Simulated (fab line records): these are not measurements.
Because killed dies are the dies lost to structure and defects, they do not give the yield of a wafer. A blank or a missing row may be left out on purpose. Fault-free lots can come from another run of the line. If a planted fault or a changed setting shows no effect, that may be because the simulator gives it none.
Problem report, 8D (eight disciplines) form, completed by code | flow gf180mcu | the parts of the form that need people (team, actions taken, sign-off) are left out

## 1. WHAT IS WRONG
At GF_SAB_SOFTBAKE_05, heater_power_total_W averages 61.18 W over 6 wafers from 2 lots, while fault-free wafers read 56.59 W, standard deviation 0.044. That is +99 or more standard deviations from the usual mean.
The step: time 60 s.
First seen on wafer L249.2, day 20 02:02, on litho_track-03. Wafers with a number at this step in the record: 39, from 13 lots. Rule for "out" (also "out of limits"): further than 4 standard deviations from the usual mean. Any other wafer with a number is counted as sound.

## 2. WHAT IT IS, AND WHAT IT ISN'T
question                    | is                                 | is not
which readings at this step | heater_power_total_W, plate_temp_C | -
which lots                  | L249, L251                         | L234, L235, L237, L238, L239, L240, L241, L242, L245, L246, L257
which wafers of those lots  | all that have a number             | -
read on which tools         | litho_track-03                     | litho_track-01, litho_track-04
when                        | from day 20 02:02                  | up to then (30 sound wafers); but 3 sound wafers of L257 came after

## 3. SUSPECTS, AND WHAT RULES EACH OUT
Counting: any tool at a process step up to the reading is kept as a suspect provided that every lot that is out went through it and no sound lot did after the first of them.
- litho_track-03 at GF_SAB_SOFTBAKE_05 (time 60 s): kept. It ran every lot that is out, first L249 (day 20 02:02), and no sound lot after that; its last sound lot up to then is L245 (day 18 17:44). Out on those wafers are its own readings of heater_power_total_W, plate_temp_C.
Remaining after the count: litho_track-03 at GF_SAB_SOFTBAKE_05.

## 4. THE CAUSE (what the simulator had put in)
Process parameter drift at GF_SAB_SOFTBAKE_05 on litho_track-03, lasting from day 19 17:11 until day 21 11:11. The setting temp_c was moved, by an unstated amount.
Only this tool survived the counting.

## 5. THE CHAIN OF EFFECTS, in route order
Each row: a reading whose mean over the struck wafers that have a number lies more than 3 standard deviations from the usual. Only readings whose record carries a usual standard deviation are examined. hours: median over the lots of the time between each lot's start at the first step of this table that gives one and its start at this step. sigmas: the change, counted in usual standard deviations.
hours | step               | reading                  | usual   | on struck wafers | change | sigmas
0     | GF_SAB_SOFTBAKE_05 | heater_power_total_W     | 56.59 W | 61.18            | +4.59  | +99 or more
0     | GF_SAB_SOFTBAKE_05 | plate_temp_C             | 90.00 C | 95.14            | +5.14  | +40
12    | GF_SAB_STRIP_13    | strip_time_to_endpoint_s | 12.62 s | 12.46            | -0.16  | -4.9
Here are the process steps it includes:
- GF_SAB_SOFTBAKE_05: time 60 s.
- GF_SAB_STRIP_13: strips in O2/N2.
Later steps that measure or inspect, where all struck wafers having a row at the step show a number for every such reading and not one has moved that far: GF_SALICIDE_THK_MEAS_05.

## 6. WHAT WOULD HAVE CAUGHT IT SOONER
First out-of-limits reading in this record: day 20 02:02, which is 9 hours after fault onset at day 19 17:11.
